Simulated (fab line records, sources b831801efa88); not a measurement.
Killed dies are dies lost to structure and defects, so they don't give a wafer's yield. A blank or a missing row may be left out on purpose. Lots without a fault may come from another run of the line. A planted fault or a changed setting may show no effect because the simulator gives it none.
fab line records | flow gf180mcu
record lots=5 wafers=15 last_day=33
route steps=602 shown V2@405 M3@409 V3@429
lots that met no fault: from a run of the same line without faults
start_h: hours from the record's first day to the start of the lot's first wafer shown | wait_h: hours since the lot's step before | " the same as in the row above | L1.1+2: a row that stands for several wafers | - no value, or no start given | * or withheld: withheld | < > ~ a bound
route shown NAME@n: a module of which the file shows steps, and the number in the route of the first | usual: mean/standard deviation of fault-free wafers | same: alike in all rows | chamber/n: place in a boat | sites: the reading at each site | _std_site: their standard deviation | _edge_site: outer sites' mean less inner sites' | radius_mm: how far each site lies from the wafer's centre | mask NAME#n: copy n | behind: the tool/chamber that last shaped the wafer | hold: why the lot was held/for how many hours/how that ended | device: the transistor (n, p or np) that didn't switch | end of line: the same wafers' tests at the end of the route | a step without rows: its recipe alone | killed: dies lost to structure and defects at the first sort, not the wafer's yield | map: a wafer's dies, x killed, . not, _ none there
set.NAME: the setting as run; set.NAME@STEP: as run at that earlier step | model.NAME: the simulator's own value behind a step, which no gauge read
lots at some steps of the route; a table a step, a row a wafer
services: from which hour (start_h, from the record's first day; less than 0 if before it) a tool's chamber was out of use, for how many hours, and why
## steps
# step GF_V2_CVD_23
# recipe material=W target_thk_nm=350 time_s=104.94 temp_c=400 pressure_torr=40
# usual chamber_pressure_Torr=40.00/0.088 heater_power_w=876/57 susceptor_temp_C=399.97/0.21
# columns lot.wafer tool chamber start_h wait_h chamber_pressure_Torr heater_power_w susceptor_temp_C
L074.1 cvd_w-01 0 463.01 0.0 39.85 959 399.98
L074.3 " 1 " " 39.97 919 400.56
L074.6 " 0 " " 40.06 952 400.28
L080.2 cvd_w-02 0 516.59 0.0 40.04 800 399.81
L080.3 " 0 " " 39.85 807 399.88
L080.5 " 0 " " 39.98 833 399.77
L081.1 cvd_w-02 1 527.14 0.0 39.99 843 400.06
L081.2 " 0 " " 39.88 811 400.14
L081.3 " 0 " " 39.89 810 399.87
L083.2 cvd_w-02 0 550.15 0.0 40.04 824 399.96
L083.4 " 0 " " 40.03 806 399.95
L083.5 " 0 " " 40.08 807 399.83
L092.2 cvd_w-02 1 615.29 0.0 40.13 868 400.40
L092.3 " 0 " " 40.07 818 399.68
L092.5 " 1 " " 40.10 855 400.43
# step GF_V2_RS_MEAS_24
# recipe thk_meas_gauge=four-point-probe reads=W_of_V2_CVD_23+TiN_of_V2_SPUTTER_22+Ti_of_V2_SPUTTER_21
# usual V2_W_RS=0.329/0.0037
# columns lot.wafer tool chamber start_h wait_h V2_W_RS[ohm/sq]
L074.1 film_metro-01 - 463.13 0.1 0.332
L074.3 " - " " 0.333
L074.6 " - " " 0.327
L080.2 film_metro-04 - 516.72 0.1 0.327
L080.3 " - " " 0.325
L080.5 " - " " 0.326
L081.1 film_metro-03 - 527.25 0.1 0.330
L081.2 " - " " 0.321
L081.3 " - " " 0.319
L083.2 film_metro-03 - 550.28 0.1 0.322
L083.4 " - " " 0.325
L083.5 " - " " 0.323
L092.2 film_metro-03 - 615.42 0.1 0.332
L092.3 " - " " 0.326
L092.5 " - " " 0.328
# step GF_V2_THK_MEAS_25
# recipe thk_meas_gauge=xrf reads=W_of_V2_CVD_23
# usual V2_W_THK=338/4.7
# columns lot.wafer tool chamber start_h wait_h V2_W_THK[nm]
L074.1 film_metro-01 - 463.25 0.1 330
L074.3 " - " " 332
L074.6 " - " " 336
L080.2 film_metro-04 - 516.83 0.1 336
L080.3 " - " " 337
L080.5 " - " " 336
L081.1 film_metro-03 - 527.37 0.1 339
L081.2 " - " " 349
L081.3 " - " " 350
L083.2 film_metro-03 - 550.39 0.1 349
L083.4 " - " " 347
L083.5 " - " " 347
L092.2 film_metro-03 - 615.53 0.1 334
L092.3 " - " " 341
L092.5 " - " " 340
# step GF_V2_CMP_26
# recipe stop_on=SiO2 down_force_psi=3.5 platen_rpm=60 t_overpolish_s=15 target_thk_nm=0 pad_velocity_m_s=0.94248
# usual motor_current_A=10.9/1.3 overpolish_run_s=15.001/0.0089 time_to_endpoint_s=85/3
# columns lot.wafer tool chamber start_h wait_h motor_current_A overpolish_run_s time_to_endpoint_s
L074.1 cmp-01 2 463.31 0.1 11.1 15.005 85
L074.3 " 3 " " 9.3 15.011 89
L074.6 " 3 " " 9.4 14.992 91
L080.3 cmp-01 1 516.95 0.1 10.6 14.989 84
L080.2 " 3 " " 8.6 15.010 89
L080.5 " 1 " " 10.8 15.004 82
L081.1 cmp-02 2 527.43 0.1 11.2 15.002 81
L081.3 " 3 " " 10.0 14.990 83
L081.2 " 1 " " 9.9 14.991 87
L083.2 cmp-01 3 550.44 0.0 9.1 14.993 93
L083.4 " 1 " " 10.8 15.010 88
L083.5 " 0 " " 12.6 14.992 88
L092.3 cmp-01 0 615.58 0.0 12.9 15.003 82
L092.2 " 2 " " 11.2 15.007 83
L092.5 " 1 " " 10.5 14.985 85
# step GF_M3_SPUTTER_00
# recipe material=Ti target_thk_nm=37.5 arriving_ion_energy_ev=80 substrate_temp_c=200 chamber_pressure_pa=2 power_w=4000 time_s=150
# usual throttle_valve_pct=30.2/0.8
# columns lot.wafer tool chamber start_h wait_h throttle_valve_pct
L074.1 pvd_sputter-01 - 463.61 0.2 30.2
L074.3 " - " " 30.3
L074.6 " - " " 30.2
L080.2 pvd_sputter-04 - 517.25 0.1 30.7
L080.3 " - " " 28.9
L080.5 " - " " 31.1
L081.1 pvd_sputter-04 - 527.73 0.2 29.2
L081.2 " - " " 30.9
L081.3 " - " " 30.9
L083.2 pvd_sputter-03 - 550.74 0.2 29.9
L083.4 " - " " 28.0
L083.5 " - " " 28.5
L092.2 pvd_sputter-03 - 615.90 0.2 28.2
L092.3 " - " " 29.8
L092.5 " - " " 28.4
# step GF_M3_SPUTTER_01
# recipe material=TiN target_thk_nm=30 power_w=6500 time_s=25 chamber_pressure_pa=0.4
# usual throttle_valve_pct=30.2/0.81
# columns lot.wafer tool chamber start_h wait_h throttle_valve_pct
L074.1 pvd_sputter-01 - 463.71 0.1 30.1
L074.3 " - " " 30.5
L074.6 " - " " 30.5
L080.2 pvd_sputter-04 - 517.35 0.1 30.8
L080.3 " - " " 29.1
L080.5 " - " " 31.0
L081.1 pvd_sputter-04 - 527.83 0.1 28.9
L081.2 " - " " 31.0
L081.3 " - " " 31.1
L083.2 pvd_sputter-03 - 550.84 0.1 29.6
L083.4 " - " " 28.3
L083.5 " - " " 28.4
L092.2 pvd_sputter-03 - 616.00 0.1 28.3
L092.3 " - " " 29.8
L092.5 " - " " 28.2
# step GF_M3_SPUTTER_02
# recipe material=AlCu target_thk_nm=450 power_w=10600 time_s=23.9 chamber_pressure_pa=0.4
# usual throttle_valve_pct=30.1/0.82
# columns lot.wafer tool chamber start_h wait_h throttle_valve_pct
L074.1 pvd_sputter-01 - 463.74 0.0 30.3
L074.3 " - " " 30.3
L074.6 " - " " 30.2
L080.2 pvd_sputter-04 - 517.38 0.0 30.6
L080.3 " - " " 29.2
L080.5 " - " " 31.2
L081.1 pvd_sputter-04 - 527.86 0.0 29.1
L081.2 " - " " 30.9
L081.3 " - " " 31.0
L083.2 pvd_sputter-03 - 550.87 0.0 29.8
L083.4 " - " " 28.2
L083.5 " - " " 28.1
L092.2 pvd_sputter-03 - 616.03 0.0 28.4
L092.3 " - " " 29.9
L092.5 " - " " 28.1
# step GF_M3_SPUTTER_03
# recipe material=Ti target_thk_nm=10 substrate_temp_c=300 chamber_pressure_pa=0.3 power_w=3000 time_s=6.7
# usual throttle_valve_pct=30.1/0.78
# columns lot.wafer tool chamber start_h wait_h throttle_valve_pct
L074.1 pvd_sputter-01 - 463.77 0.0 30.2
L074.3 " - " " 30.2
L074.6 " - " " 30.2
L080.2 pvd_sputter-04 - 517.41 0.0 30.8
L080.3 " - " " 29.2
L080.5 " - " " 30.8
L081.1 pvd_sputter-04 - 527.89 0.0 29.2
L081.2 " - " " 31.2
L081.3 " - " " 31.0
L083.2 pvd_sputter-03 - 550.90 0.0 30.1
L083.4 " - " " 28.5
L083.5 " - " " 28.3
L092.2 pvd_sputter-03 - 616.06 0.0 28.4
L092.3 " - " " 30.0
L092.5 " - " " 28.3
# step GF_M3_SPUTTER_04
# recipe material=TiN target_thk_nm=50 power_w=6500 time_s=41.7 chamber_pressure_pa=0.4
# usual throttle_valve_pct=30.2/0.79
# columns lot.wafer tool chamber start_h wait_h throttle_valve_pct
L074.1 pvd_sputter-01 - 463.79 0.0 30.5
L074.3 " - " " 30.4
L074.6 " - " " 30.3
L080.2 pvd_sputter-04 - 517.43 0.0 30.7
L080.3 " - " " 29.4
L080.5 " - " " 31.1
L081.1 pvd_sputter-04 - 527.91 0.0 29.0
L081.2 " - " " 30.8
L081.3 " - " " 30.8
L083.2 pvd_sputter-03 - 550.92 0.0 29.6
L083.4 " - " " 28.5
L083.5 " - " " 28.5
L092.2 pvd_sputter-03 - 616.08 0.0 28.4
L092.3 " - " " 29.8
L092.5 " - " " 28.4
# step GF_M3_RS_MEAS_05
# recipe thk_meas_gauge=four-point-probe reads=TiN_of_M3_SPUTTER_04+Ti_of_M3_SPUTTER_03+AlCu_of_M3_SPUTTER_02+TiN_of_M3_SPUTTER_01+Ti_of_M3_SPUTTER_00
# usual M3_ALCU_RS=0.0697/0.00083
# columns lot.wafer tool chamber start_h wait_h M3_ALCU_RS[ohm/sq]
L074.1 film_metro-03 - 463.83 0.0 0.0691
L074.3 " - " " 0.0697
L074.6 " - " " 0.0694
L080.2 film_metro-02 - 517.49 0.0 0.0711
L080.3 " - " " 0.0695
L080.5 " - " " 0.0704
L081.1 film_metro-02 - 527.95 0.0 0.0684
L081.2 " - " " 0.0690
L081.3 " - " " 0.0697
L083.2 film_metro-01 - 550.98 0.0 0.0703
L083.4 " - " " 0.0707
L083.5 " - " " 0.0700
L092.2 film_metro-01 - 616.14 0.0 0.0694
L092.3 " - " " 0.0701
L092.5 " - " " 0.0698
# step GF_M3_THK_MEAS_06
# recipe thk_meas_gauge=xrf reads=AlCu_of_M3_SPUTTER_02
# usual M3_ALCU_THK=448/6.9
# columns lot.wafer tool chamber start_h wait_h M3_ALCU_THK[nm]
L074.1 film_metro-03 - 463.95 0.1 452
L074.3 " - " " 447
L074.6 " - " " 448
L080.2 film_metro-02 - 517.60 0.1 441
L080.3 " - " " 451
L080.5 " - " " 445
L081.1 film_metro-02 - 528.07 0.1 459
L081.2 " - " " 454
L081.3 " - " " 451
L083.2 film_metro-01 - 551.09 0.1 443
L083.4 " - " " 439
L083.5 " - " " 442
L092.2 film_metro-01 - 616.25 0.1 450
L092.3 " - " " 443
L092.5 " - " " 444
# step GF_M3_DEHYDRATE_07
# recipe temp_c=200 time_s=60
# usual heater_power_total_W=160.37/0.13
# columns lot.wafer tool chamber start_h wait_h heater_power_total_W
L074.1 litho_track-04 0 474.86 10.9 160.23
L074.3 " 0 " " 160.31
L074.6 " 0 " " 160.15
L080.2 litho_track-03 0 528.13 10.5 160.15
L080.3 " 0 " " 160.52
L080.5 " 0 " " 160.50
L081.1 litho_track-04 0 539.36 11.3 160.42
L081.2 " 0 " " 160.16
L081.3 " 0 " " 160.30
L083.2 litho_track-01 0 562.00 10.9 160.30
L083.4 " 0 " " 160.39
L083.5 " 0 " " 160.31
L092.2 litho_track-03 0 625.78 9.5 160.23
L092.3 " 0 " " 160.26
L092.5 " 0 " " 160.50
# step GF_M3_HMDS_08
# recipe prime_time_s=60 prime_temp_c=120
# usual prime_temp_c=120.05/0.14
# columns lot.wafer tool chamber start_h wait_h prime_temp_c
L074.1 litho_track-04 0 475.01 0.1 120.02
L074.3 " 0 " " 120.09
L074.6 " 0 " " 120.27
L080.2 litho_track-03 0 528.28 0.1 120.06
L080.3 " 0 " " 119.92
L080.5 " 0 " " 119.78
L081.1 litho_track-04 0 539.51 0.1 119.97
L081.2 " 0 " " 119.90
L081.3 " 0 " " 119.75
L083.2 litho_track-01 0 562.15 0.1 120.10
L083.4 " 0 " " 119.99
L083.5 " 0 " " 120.18
L092.2 litho_track-03 0 625.93 0.1 119.80
L092.3 " 0 " " 120.21
L092.5 " 0 " " 120.17
# step GF_M3_COAT_09
# recipe resist=KrF spin_rpm=withheld resist_thk_nm=1000
# columns lot.wafer tool chamber start_h wait_h
L074.1+3+6 litho_track-04 0 475.16 0.1
L080.2+3+5 litho_track-03 0 528.43 0.1
L081.1+2+3 litho_track-04 0 539.66 0.1
L083.2+4+5 litho_track-01 0 562.30 0.1
L092.2+3+5 litho_track-03 0 626.08 0.1
# step GF_M3_SOFTBAKE_10
# recipe temp_c=130 time_s=60 resist=KrF
# usual heater_power_total_W=93.04/0.06
# columns lot.wafer tool chamber start_h wait_h heater_power_total_W
L074.1 litho_track-04 0 475.31 0.1 93.04
L074.3 " 0 " " 93.10
L074.6 " 0 " " 92.97
L080.2 litho_track-03 0 528.58 0.1 93.04
L080.3 " 0 " " 93.06
L080.5 " 0 " " 92.99
L081.1 litho_track-04 0 539.81 0.1 93.00
L081.2 " 0 " " 92.99
L081.3 " 0 " " 92.89
L083.2 litho_track-01 0 562.45 0.1 93.01
L083.4 " 0 " " 93.10
L083.5 " 0 " " 93.06
L092.2 litho_track-03 0 626.23 0.1 93.09
L092.3 " 0 " " 92.96
L092.5 " 0 " " 93.02
# step GF_M3_EXPOSE_11
# recipe mask_id=Metal3 target_cd_nm=280 na=0.68 source_shape=conventional sigma_outer=0.6 dose_mj=28
# usual focus_offset_nm=0.1/0.5
# columns lot.wafer tool chamber start_h wait_h mask focus_offset_nm
L074.1 krf_scanner-02 0 - - Metal3#0 0.5
L074.3 " 0 " " Metal3#0 -0.1
L074.6 " 0 " " Metal3#0 0.0
L080.2 krf_scanner-02 0 - - Metal3#0 0.5
L080.3 " 0 " " Metal3#0 0.1
L080.5 " 0 " " Metal3#0 -0.1
L081.1 krf_scanner-02 0 - - Metal3#0 -0.2
L081.2 " 0 " " Metal3#0 0.4
L081.3 " 0 " " Metal3#0 0.1
L083.2 krf_scanner-01 0 - - Metal3#0 -0.1
L083.4 " 0 " " Metal3#0 0.8
L083.5 " 0 " " Metal3#0 0.7
L092.2 krf_scanner-01 0 - - Metal3#0 0.7
L092.3 " 0 " " Metal3#0 0.8
L092.5 " 0 " " Metal3#0 0.9
# step GF_M3_PEB_12
# recipe peb_temp_c=135 peb_time_s=90 resist=KrF
# usual heater_power_total_W=85.70/0.085
# columns lot.wafer tool chamber start_h wait_h heater_power_total_W
L074.1 litho_track-03 0 - - 85.62
L074.3 " 0 " " 85.62
L074.6 " 0 " " 85.56
L080.2 litho_track-04 0 - - 85.67
L080.3 " 0 " " 85.70
L080.5 " 0 " " 85.58
L081.1 litho_track-04 0 - - 85.65
L081.2 " 0 " " 85.66
L081.3 " 0 " " 85.67
L083.2 litho_track-04 0 - - 85.78
L083.4 " 0 " " 85.78
L083.5 " 0 " " 85.50
L092.2 litho_track-04 0 - - 85.64
L092.3 " 0 " " 85.65
L092.5 " 0 " " 85.70
# step GF_M3_DEVELOP_13
# recipe develop_time_s=60 dev_temp_c=21
# columns lot.wafer tool chamber start_h wait_h
L074.1+3+6 litho_track-03 0 487.11 0.2
L080.2+3+5 litho_track-04 0 540.18 0.2
L081.1+2+3 litho_track-04 0 550.56 0.2
L083.2+4+5 litho_track-04 0 573.23 0.2
L092.2+3+5 litho_track-04 0 635.88 0.2
# step GF_M3_CD_MEAS_14
# recipe target_cd_nm=280
# usual cd_nm=279.8/1.2
# columns lot.wafer tool chamber start_h wait_h cd_nm
L074.1 cd_sem-02 - 487.26 0.1 280.2
L074.3 " - " " 279.4
L074.6 " - " " 279.7
L080.2 cd_sem-01 - 540.33 0.1 279.1
L080.3 " - " " 277.6
L080.5 " - " " 280.1
L081.1 cd_sem-01 - 550.71 0.1 280.3
L081.2 " - " " 280.2
L081.3 " - " " 280.6
L083.2 cd_sem-01 - 573.40 0.1 280.8
L083.4 " - " " 280.1
L083.5 " - " " 280.8
L092.2 cd_sem-02 - 636.02 0.1 278.5
L092.3 " - " " 278.1
L092.5 " - " " 279.6
# step GF_M3_OVL_MEAS_15
# usual M3_OVL=-1/5.4
# columns lot.wafer tool chamber start_h wait_h M3_OVL[nm]
L074.1 overlay-02 - 487.38 0.1 -1
L074.3 " - " " 3
L074.6 " - " " 0
L080.2 overlay-01 - 540.43 0.1 -8
L080.3 " - " " -8
L080.5 " - " " -5
L081.1 overlay-01 - 550.83 0.1 11
L081.2 " - " " 8
L081.3 " - " " 17
L083.2 overlay-02 - 573.50 0.1 -7
L083.4 " - " " -8
L083.5 " - " " -5
L092.2 overlay-02 - 636.13 0.1 7
L092.3 " - " " 0
L092.5 " - " " 0
# step GF_M3_METAL_ETCH_16
# recipe chemistry=Cl2/BCl3 mask_material=KrF target_depth_nm=750.8 stop_on=SiO2 pressure_mtorr=8 icp_w=800 bias_w=140 Cl2_flow_sccm=80 bcl3_flow_sccm=40 time_s=125.1
# usual drypump_motor_current_A=5.6/0.44 mfc_cl2_sccm=80.02/0.23 oes_product_au=0.992/0.0061 rf_fwd_power_W=797.0/2.8 throttle_valve_pct=28.229/0.01
# columns lot.wafer tool chamber start_h wait_h drypump_motor_current_A mfc_cl2_sccm oes_product_au rf_fwd_power_W rf_hours_counter_h throttle_valve_pct
L074.1 rie_metal-01 1 487.41 0.0 5.7 80.09 0.982 796.8 12 28.263
L074.3 " 1 " " 5.7 80.15 0.982 790.6 - 28.227
L074.6 " 1 " " 5.7 80.05 0.983 794.3 - 28.233
L080.2 rie_metal-04 0 540.46 0.0 6.2 80.05 0.996 795.9 13 28.224
L080.3 " 0 " " 6.2 80.23 0.996 795.8 - 28.235
L080.5 " 0 " " 6.3 80.09 0.997 792.7 - 28.226
L081.1 rie_metal-03 0 550.86 0.0 5.7 80.01 0.994 801.1 2 28.227
L081.2 " 1 " " 6.3 80.04 0.989 800.8 1 28.233
L081.3 " 0 " " 5.7 79.71 0.993 799.2 - 28.237
L083.2 rie_metal-04 0 573.53 0.0 6.3 80.33 0.998 794.4 14 28.223
L083.4 " 1 " " 5.0 79.98 0.993 798.6 - 28.218
L083.5 " 0 " " 6.3 80.31 0.997 794.3 - 28.220
L092.2 rie_metal-04 1 636.16 0.0 5.0 79.76 0.990 796.4 5 28.244
L092.3 " 1 " " 5.0 79.69 0.990 794.7 - 28.229
L092.5 " 1 " " 5.0 79.59 0.981 796.2 - 28.234
# step GF_M3_STRIP_17
# recipe chemistry=O2/N2 power_w=1400 pressure_mtorr=1500 platen_temp_c=250 o2_flow_sccm=3000 n2_flow_sccm=300 overash_fraction=0.5
# usual drypump_motor_current_A=5.9/0.6 heater_power_w=356/55 o2_flow_sccm=3000/9.4 oes_product_au=0.537/0.005 platen_temp_c=250.02/0.18 strip_time_to_endpoint_s=7.36/0.04
# columns lot.wafer tool chamber start_h wait_h drypump_motor_current_A heater_power_w o2_flow_sccm oes_product_au platen_temp_c rf_hours_counter_h strip_time_to_endpoint_s
L074.1 plasma_asher-01 0 487.54 0.1 6.7 332 3006 0.538 249.99 43 7.42
L074.3 " 0 " " 6.7 330 2996 0.532 249.76 - 7.39
L074.6 " 0 " " 6.8 326 3004 0.535 249.89 - 7.42
L080.2 plasma_asher-01 0 540.59 0.1 6.7 336 3011 0.528 250.09 49 7.35
L080.3 " 0 " " 6.7 329 3010 0.534 250.19 - 7.31
L080.5 " 0 " " 6.8 331 3015 0.530 250.30 - 7.33
L081.1 plasma_asher-02 1 550.99 0.1 6.1 333 2995 0.532 249.68 13 7.42
L081.2 " 0 " " 4.8 444 2983 0.540 249.95 13 7.37
L081.3 " 0 " " 4.8 452 2995 0.540 249.84 - 7.42
L083.2 plasma_asher-02 0 573.66 0.1 4.8 456 3009 0.537 249.74 15 7.33
L083.4 " 1 " " 6.1 329 3011 0.529 250.25 - 7.38
L083.5 " 0 " " 4.8 461 2996 0.533 249.90 - 7.32
L092.2 plasma_asher-02 0 636.29 0.1 4.8 468 2999 0.536 249.61 22 7.40
L092.3 " 1 " " 6.1 329 2999 0.539 249.86 - 7.41
L092.5 " 1 " " 6.1 336 2999 0.537 250.35 - 7.42
# step GF_M3_STRIP_18
# recipe chemistry=post_etch_residue_remover time_s=1200 temp_c=72.5
# columns lot.wafer tool chamber start_h wait_h
L074.1+3+6 wet_bench-01 0 487.64 0.1
L080.2+3+5 wet_bench-01 3 540.69 0.1
L081.1+2+3 wet_bench-01 3 551.09 0.1
L083.2+4+5 wet_bench-01 1 573.76 0.1
L092.2+3+5 wet_bench-03 0 636.39 0.1
# step GF_M3_CLEAN_19
# recipe chemistry=DIW dry=n2_spin
# columns lot.wafer tool chamber start_h wait_h
L074.1+3+6 wet_bench-03 3 488.02 0.0
L080.2+3+5 wet_bench-02 2 541.03 0.0
L081.1+2+3 wet_bench-02 3 551.43 0.0
L083.2+4+5 wet_bench-02 3 574.10 0.0
L092.2+3+5 wet_bench-02 1 636.73 0.0
# step GF_V3_CVD_00
# recipe material=SiO2 target_thk_nm=600 sigma_open_frac=0.3 temp_c=400 time_s=100 sih4_flow_sccm=60 pressure_mtorr=6
# usual sih4_flow_sccm=60.01/0.19 susceptor_temp_C=400.01/0.22
# columns lot.wafer tool chamber start_h wait_h sih4_flow_sccm susceptor_temp_C
L074.1 hdpcvd-02 2 488.11 0.0 60.35 400.28
L074.3 " 1 " " 59.97 400.17
L074.6 " 1 " " 60.12 400.15
L080.2 hdpcvd-02 0 541.14 0.0 59.83 399.75
L080.3 " 1 " " 59.91 400.25
L080.5 " 2 " " 60.23 400.13
L081.1 hdpcvd-02 0 551.52 0.0 60.06 400.23
L081.2 " 1 " " 59.73 399.99
L081.3 " 2 " " 59.91 400.15
L083.2 hdpcvd-02 0 574.20 0.0 59.89 399.73
L083.4 " 2 " " 60.05 399.74
L083.5 " 1 " " 60.22 400.24
L092.2 hdpcvd-01 1 636.83 0.0 59.91 399.82
L092.3 " 2 " " 60.14 399.91
L092.5 " 2 " " 59.86 399.81
# step GF_V3_THK_MEAS_01
# recipe reads=SiO2_of_V3_CVD_00
# usual V3_CVD_00_THK=604/7.1
# columns lot.wafer tool chamber start_h wait_h V3_CVD_00_THK[nm]
L074.1 film_metro-03 - 488.18 0.0 618
L074.3 " - " " 606
L074.6 " - " " 599
L080.2 film_metro-02 - 541.22 0.0 603
L080.3 " - " " 602
L080.5 " - " " 613
L081.1 film_metro-04 - 551.60 0.0 602
L081.2 " - " " 589
L081.3 " - " " 611
L083.2 film_metro-03 - 574.28 0.0 605
L083.4 " - " " 617
L083.5 " - " " 601
L092.2 film_metro-03 - 636.91 0.0 602
L092.3 " - " " 606
L092.5 " - " " 603
# step GF_V3_CVD_02
# recipe material=SiO2 target_thk_nm=850 precursor=TEOS temp_c=400 time_s=94.851 rf_w=600
# usual heater_power_w=671/76 rf_fwd_power_W=596.5/2.4 susceptor_temp_C=399.99/0.22
# columns lot.wafer tool chamber start_h wait_h heater_power_w rf_fwd_power_W susceptor_temp_C
L074.1 pecvd-02 2 488.24 0.1 735 595.4 399.97
L074.3 " 1 " " 695 599.1 399.94
L074.6 " 1 " " 734 599.6 400.08
L080.2 pecvd-04 1 541.27 0.0 684 594.9 399.57
L080.3 " 2 " " 637 598.8 400.34
L080.5 " 2 " " 504 600.4 400.12
L081.1 pecvd-04 2 551.66 0.1 578 596.6 400.17
L081.2 " 0 " " 708 599.9 400.12
L081.3 " 1 " " 767 596.3 400.35
L083.2 pecvd-02 2 574.33 0.0 707 595.5 399.50
L083.4 " 1 " " 743 598.9 400.04
L083.5 " 0 " " 700 596.0 399.91
L092.2 pecvd-04 2 636.96 0.0 569 596.4 399.96
L092.3 " 1 " " 685 597.8 399.69
L092.5 " 0 " " 725 597.4 400.00
# step GF_V3_THK_MEAS_03
# recipe reads=SiO2_of_V3_CVD_02
# usual V3_CVD_02_THK=845/11
# columns lot.wafer tool chamber start_h wait_h V3_CVD_02_THK[nm]
L074.1 film_metro-02 - 488.31 0.0 847
L074.3 " - " " 845
L074.6 " - " " 855
L080.2 film_metro-03 - 541.35 0.0 851
L080.3 " - " " 847
L080.5 " - " " 854
L081.1 film_metro-03 - 551.73 0.0 847
L081.2 " - " " 833
L081.3 " - " " 864
L083.2 film_metro-02 - 574.41 0.0 833
L083.4 " - " " 850
L083.5 " - " " 842
L092.2 film_metro-04 - 637.04 0.0 835
L092.3 " - " " 833
L092.5 " - " " 832
# step GF_V3_CMP_04
# recipe material=SiO2 down_force_psi=4 platen_rpm=60 pad_velocity_m_s=0.94248
# usual motor_current_A=11.7/1.4 time_to_endpoint_s=80/4.9
# columns lot.wafer tool chamber start_h wait_h motor_current_A time_to_endpoint_s
L074.3 cmp-02 0 488.37 0.0 11.7 78
L074.1 " 2 " " 13.1 79
L074.6 " 0 " " 11.1 85
L080.2 cmp-01 3 541.48 0.1 9.7 84
L080.3 " 1 " " 11.4 81
L080.5 " 2 " " 12.1 86
L081.1 cmp-01 0 551.79 0.1 14.8 78
L081.3 " 1 " " 11.3 86
L081.2 " 2 " " 12.0 75
L083.2 cmp-01 0 574.76 0.3 14.5 74
L083.4 " 1 " " 11.3 80
L083.5 " 3 " " 9.6 78
L092.2 cmp-01 1 637.14 0.1 11.7 76
L092.3 " 3 " " 9.8 77
L092.5 " 0 " " 13.8 72
# step GF_V3_BOW_MEAS_05
# recipe mode=bow
# usual V3_BOW=118/8
# columns lot.wafer tool chamber start_h wait_h V3_BOW[um]
L074.1 film_metro-03 - 488.67 0.1 113
L074.3 " - " " 126
L074.6 " - " " 119
L080.2 film_metro-04 - 541.75 0.2 124
L080.3 " - " " 121
L080.5 " - " " 107
L081.1 film_metro-03 - 552.09 0.2 113
L081.2 " - " " 119
L081.3 " - " " 115
L083.2 film_metro-02 - 574.98 0.2 114
L083.4 " - " " 121
L083.5 " - " " 114
L092.2 film_metro-04 - 637.41 0.2 122
L092.3 " - " " 125
L092.5 " - " " 126
# step GF_V3_DEHYDRATE_06
# recipe temp_c=200 time_s=60
# usual heater_power_total_W=160.38/0.13
# columns lot.wafer tool chamber start_h wait_h heater_power_total_W
L074.1 litho_track-01 0 500.12 11.4 160.61
L074.3 " 0 " " 160.31
L074.6 " 0 " " 160.33
L080.2 litho_track-01 0 552.00 10.2 160.41
L080.3 " 0 " " 160.30
L080.5 " 0 " " 160.28
L081.1 litho_track-02 0 563.27 11.2 160.57
L081.2 " 0 " " 160.38
L081.3 " 0 " " 160.52
L083.2 litho_track-02 0 585.29 10.3 160.18
L083.4 " 0 " " 160.41
L083.5 " 0 " " 160.30
L092.2 litho_track-02 0 646.99 9.6 160.56
L092.3 " 0 " " 160.35
L092.5 " 0 " " 160.24
# step GF_V3_HMDS_07
# recipe prime_time_s=60 prime_temp_c=120
# usual prime_temp_c=120.04/0.13
# columns lot.wafer tool chamber start_h wait_h prime_temp_c
L074.1 litho_track-01 0 500.27 0.1 120.04
L074.3 " 0 " " 120.03
L074.6 " 0 " " 120.11
L080.2 litho_track-01 0 552.15 0.1 119.95
L080.3 " 0 " " 120.30
L080.5 " 0 " " 120.06
L081.1 litho_track-02 0 563.42 0.1 120.01
L081.2 " 0 " " 119.94
L081.3 " 0 " " 119.89
L083.2 litho_track-02 0 585.44 0.1 119.97
L083.4 " 0 " " 120.21
L083.5 " 0 " " 120.14
L092.2 litho_track-02 0 647.14 0.1 120.09
L092.3 " 0 " " 120.33
L092.5 " 0 " " 120.22
# step GF_V3_COAT_08
# recipe resist=BARC temp_c=withheld time_s=withheld spin_rpm=withheld resist_thk_nm=withheld
# columns lot.wafer tool chamber start_h wait_h
L074.1+3+6 litho_track-01 0 500.42 0.1
L080.2+3+5 litho_track-01 0 552.30 0.1
L081.1+2+3 litho_track-02 0 563.57 0.1
L083.2+4+5 litho_track-02 0 585.59 0.1
L092.2+3+5 litho_track-02 0 647.29 0.1
# step GF_V3_COAT_09
# recipe resist=KrF spin_rpm=withheld resist_thk_nm=1000
# columns lot.wafer tool chamber start_h wait_h
L074.1+3+6 litho_track-01 0 - -
L080.2+3+5 litho_track-01 0 - -
L081.1+2+3 litho_track-02 0 - -
L083.2+4+5 litho_track-02 0 - -
L092.2+3+5 litho_track-02 0 - -
# step GF_V3_SOFTBAKE_10
# recipe temp_c=130 time_s=60 resist=KrF
# usual heater_power_total_W=93.05/0.06
# columns lot.wafer tool chamber start_h wait_h heater_power_total_W
L074.1 litho_track-01 0 - - 93.05
L074.3 " 0 " " 92.97
L074.6 " 0 " " 93.06
L080.2 litho_track-01 0 - - 93.09
L080.3 " 0 " " 93.12
L080.5 " 0 " " 93.09
L081.1 litho_track-02 0 - - 93.12
L081.2 " 0 " " 92.87
L081.3 " 0 " " 92.95
L083.2 litho_track-02 0 - - 92.94
L083.4 " 0 " " 92.94
L083.5 " 0 " " 93.04
L092.2 litho_track-02 0 - - 93.04
L092.3 " 0 " " 93.13
L092.5 " 0 " " 93.11
## services
# columns tool chamber start_h hours kind
pvd_sputter-03 - 446.95 9.6 repair
pecvd-02 2 451.07 11.0 repair
pecvd-02 - 452.74 0.6 repair
cvd_w-02 - 462.71 2.8 pm
cmp-01 - 477.63 0.6 repair
pvd_sputter-01 - 483.10 1.8 repair
pvd_sputter-01 - 484.83 1.9 repair
cmp-01 - 486.63 0.4 repair
krf_scanner-02 - 488.18 12.0 repair
krf_scanner-01 - 504.83 0.9 repair
plasma_asher-02 - 505.55 3.2 repair
krf_scanner-02 - 506.18 11.6 pm
cvd_w-02 0 509.04 2.9 repair
cvd_w-02 - 521.47 0.4 repair
krf_scanner-02 - 525.43 1.0 pm
krf_scanner-02 - 538.76 0.8 pm
pvd_sputter-03 - 544.52 1.6 repair
krf_scanner-02 - 569.04 0.4 repair
pecvd-04 2 598.03 4.7 repair
krf_scanner-02 - 601.63 1.3 pm
hdpcvd-02 1 608.92 4.4 repair
cmp-01 - 620.27 8.6 pm
rie_metal-04 0 640.16 2.5 repair
wet_bench-01 - 644.71 1.9 pm
## key
fault none
